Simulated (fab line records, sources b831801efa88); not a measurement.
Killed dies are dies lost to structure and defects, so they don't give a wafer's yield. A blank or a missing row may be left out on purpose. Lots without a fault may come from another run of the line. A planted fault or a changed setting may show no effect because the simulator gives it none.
Chamber matching | flow gf180mcu | GF_V5_CMP_26 on cmp-01: 4 sister chambers
The step polishes, stops on SiO2, t overpolish 15 s, target thk 0 nm. 8 wafers are shown with their chamber, then 7 later ones without.

WAFERS WITH THEIR CHAMBER
wafer  | chamber | motor_current_A (A) | time_to_endpoint_s (s)
L451.1 | 3       | 13.0                | 85
L457.5 | 1       | 10.2                | 84
L467.3 | 0       | 10.3                | 87
L467.6 | 3       | 13.5                | 84
L468.4 | 0       | 10.2                | 87
L468.5 | 2       | 9.7                 | 85
L469.3 | 2       | 9.5                 | 88
L469.4 | 1       | 10.0                | 82

WAFERS WITHOUT THEIR CHAMBER
wafer  | motor_current_A (A) | time_to_endpoint_s (s)
L469.6 | 9.3                 | 82
L471.1 | 10.4                | 81
L471.2 | 10.4                | 92
L471.3 | 9.2                 | 86
L472.2 | 13.7                | 83
L472.4 | 10.5                | 89
L472.5 | 8.9                 | 81

WHICH CHAMBER EACH WENT THROUGH
wafer  | from the rows above     | in truth
L469.6 | can't be placed: 2 or 1 | 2
L471.1 | 1                       | 1
L471.2 | can't be placed: 0 or 2 | 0
L471.3 | 2                       | 2
L472.2 | 3                       | 3
L472.4 | 0                       | 0
L472.5 | can't be placed: 2 or 1 | 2
Placed correctly: 4 of 7. Can't be placed from these rows: 3 (the true chamber is among the candidates in 3). Placed wrongly: 0.
How it was worked out, from the rows above alone: a wafer's distance from a chamber is the root of the sum, over the readings, of the square of ((its reading less the chamber's mean) divided by the reading's scatter). The wafer belongs to the nearest chamber; if the next one is less than 2 further off, it can't be placed. A chamber's mean is the mean of its shown wafers. The scatter: the root of (the sum of the squares of (reading less its chamber's mean) over the shown wafers, divided by (wafers less chambers)).
